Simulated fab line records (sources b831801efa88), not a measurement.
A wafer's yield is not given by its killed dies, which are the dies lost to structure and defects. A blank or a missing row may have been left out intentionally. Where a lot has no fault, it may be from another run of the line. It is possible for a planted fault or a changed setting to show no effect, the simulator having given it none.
8D (eight disciplines) problem report, filled in by code :: flow gf180mcu :: the parts of the form that need people (team, actions taken, sign-off) are left out

== 1. WHAT IS WRONG ==
Wafers free of any fault read 0.328 ohm/sq (standard deviation 0.0037) for V2_W_RS at GF_V2_RS_MEAS_24, against a mean of 0.417 ohm/sq on 6 wafers of 2 lots. Measured from the usual mean, that is +24 standard deviations.
The step: measures by four-point-probe.
Seen first at day 22 22:50 on filmMetro-04, wafer L474.3. Wafers with a number at this step in the record: 33, from 11 lots. The rule behind "out" and "out of limits": a value lying over 4 standard deviations away from the usual mean. The rest of the wafers with a number are treated as sound.

== 2. WHAT IT IS AND WHAT IT IS NOT ==
question: which readings at this step
is: V2_W_RS
is not: -

question: which lots
is: L474, L476
is not: L470, L475, L477, L478, L482, L485, L487, L488, L490

question: which wafers of those lots
is: all that have a number
is not: -

question: read on which gauges
is: filmMetro-02, filmMetro-04
is not: filmMetro-03

question: when
is: from day 22 22:50
is not: up to then (3 sound wafers); but 24 sound wafers of L475, L477, L478, L482, L485, L487, L488, L490 came after

== 3. THE SUSPECTS, EACH WITH WHAT RULES IT OUT ==
Counting: a tool at any process step up to the reading remains a suspect when it ran all the lots that are out and ran no sound lot after the first of those.
- ruled out: the gauge at GF_V2_RS_MEAS_24. The wafers that are out were read on 2 gauges (filmMetro-02, filmMetro-04).
- cvdW-01 at GF_V2_CVD_23 (deposits W, target thk 350 nm, time 104.94 s): ruled out as a lasting fault. Following L474 (day 22 22:43), the first lot on it that is out, the sound lots L485, L488, L490 were run on it.
Left after counting: nothing in the record.

== 4. THE CAUSE (what the simulator had put in) ==
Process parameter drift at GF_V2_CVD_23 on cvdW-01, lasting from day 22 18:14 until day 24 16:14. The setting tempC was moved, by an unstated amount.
The count ruled it out by mistake, since the rule takes a fault to strike every lot its tool runs from the start of the fault on, and this one did not do so.

== 5. THE CHAIN OF EFFECTS, in route order ==
Each row: a reading whose mean over the struck wafers that have a number lies more than 3 standard deviations from the usual. Scope: only readings with a usual standard deviation given in the record; hours: median across lots of the time from each lot's start at the first step in this table that gives one to its start at this step; sigmas: change in usual standard deviations.
hours: 0
step: GF_V2_CVD_23
reading: susceptorTempC
usual: 399.99 C
on struck wafers: 386.84
change: -13.15
sigmas: -63

hours: 0
step: GF_V2_RS_MEAS_24
reading: V2_W_RS
usual: 0.328 ohm/sq
on struck wafers: 0.417
change: +0.089
sigmas: +24

hours: 0
step: GF_V2_THK_MEAS_25
reading: V2_W_THK
usual: 344 nm
on struck wafers: 270
change: -74
sigmas: -13

hours: 0
step: GF_V2_CMP_26
reading: timeToEndpointS
usual: 83 s
on struck wafers: 67
change: -16
sigmas: -4.4
Here are the process steps it includes:
- GF_V2_CVD_23: deposits W, target thk 350 nm, time 104.94 s.
- GF_V2_CMP_26: polishes, stops on SiO2, t overpolish 15 s, target thk 0 nm.

== 6. HOW IT WOULD HAVE BEEN CAUGHT EARLIER ==
Counted from the fault's start at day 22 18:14, it took 5 hours until the first out-of-limits reading at a measuring or inspecting step in this record, taken at day 22 22:50.
At GF_V2_CVD_23, the tool's own readings (susceptorTempC) were out on each struck wafer the step has a row for, so an alarm limit on them would have fired on the first such wafer.
